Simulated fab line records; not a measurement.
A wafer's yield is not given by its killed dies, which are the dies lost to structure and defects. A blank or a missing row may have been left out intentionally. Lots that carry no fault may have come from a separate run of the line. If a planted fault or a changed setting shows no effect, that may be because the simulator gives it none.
Matching of chambers :: flow gf180mcu :: rie_diel-04 running GF_PASSIVATION_ETCH_11: 4 sister chambers
The step etches the open film in CF4/O2, stops on TiN, target depth 2040 nm, time 453.3 s. 8 wafers are shown with their chamber, then 10 later ones without.

== EACH WAFER AND ITS CHAMBER ==
wafer: L077.3
chamber: 3
oes_product_au (a.u.): 0.982
throttle_valve_pct (%): 5.967

wafer: L079.3
chamber: 1
oes_product_au (a.u.): 0.996
throttle_valve_pct (%): 5.951

wafer: L079.4
chamber: 3
oes_product_au (a.u.): 0.986
throttle_valve_pct (%): 5.965

wafer: L081.1
chamber: 2
oes_product_au (a.u.): 0.987
throttle_valve_pct (%): 5.970

wafer: L082.1
chamber: 2
oes_product_au (a.u.): 0.995
throttle_valve_pct (%): 5.968

wafer: L082.6
chamber: 0
oes_product_au (a.u.): 0.981
throttle_valve_pct (%): 5.959

wafer: L084.1
chamber: 1
oes_product_au (a.u.): 0.991
throttle_valve_pct (%): 5.968

wafer: L084.4
chamber: 0
oes_product_au (a.u.): 0.977
throttle_valve_pct (%): 5.968

== WAFERS WITHOUT THEIR CHAMBER ==
wafer: L084.6
oes_product_au (a.u.): 0.973
throttle_valve_pct (%): 5.963

wafer: L085.2
oes_product_au (a.u.): 0.996
throttle_valve_pct (%): 5.959

wafer: L085.3
oes_product_au (a.u.): 0.968
throttle_valve_pct (%): 5.973

wafer: L085.4
oes_product_au (a.u.): 0.982
throttle_valve_pct (%): 5.980

wafer: L087.1
oes_product_au (a.u.): 0.984
throttle_valve_pct (%): 5.964

wafer: L087.5
oes_product_au (a.u.): 0.978
throttle_valve_pct (%): 5.970

wafer: L087.6
oes_product_au (a.u.): 0.984
throttle_valve_pct (%): 5.970

wafer: L096.3
oes_product_au (a.u.): 0.985
throttle_valve_pct (%): 5.970

wafer: L096.4
oes_product_au (a.u.): 0.992
throttle_valve_pct (%): 5.967

wafer: L096.5
oes_product_au (a.u.): 0.985
throttle_valve_pct (%): 5.946

== EACH ONE'S CHAMBER ==
wafer: L084.6
from the rows above: can't be placed: 0 or 3
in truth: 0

wafer: L085.2
from the rows above: can't be placed: 1 or 2
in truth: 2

wafer: L085.3
from the rows above: can't be placed: 0 or 3
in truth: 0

wafer: L085.4
from the rows above: can't be placed: 3 or 0 or 2
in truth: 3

wafer: L087.1
from the rows above: can't be placed: 3 or 0 or 2
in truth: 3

wafer: L087.5
from the rows above: can't be placed: 0 or 3
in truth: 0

wafer: L087.6
from the rows above: can't be placed: 3 or 0 or 2
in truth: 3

wafer: L096.3
from the rows above: can't be placed: 3 or 2 or 0
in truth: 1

wafer: L096.4
from the rows above: can't be placed: 2 or 1 or 3
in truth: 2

wafer: L096.5
from the rows above: can't be placed: 3 or 1 or 0 or 2
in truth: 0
Placed correctly: 0 of 10. These rows do not allow placing 10 (true chamber among the candidates in 9). Placed wrongly: 0.
How it was worked out, from the rows above alone: a wafer's distance from a chamber is the root of the sum, over the readings, of the square of ((its reading less the chamber's mean) divided by the reading's scatter). The wafer belongs to the nearest chamber; if the next one is less than 2 further off, it can't be placed. The mean given for a chamber averages the wafers shown for that chamber. The scatter: the root of (the sum of the squares of (reading less its chamber's mean) over the shown wafers, divided by (wafers less chambers)).
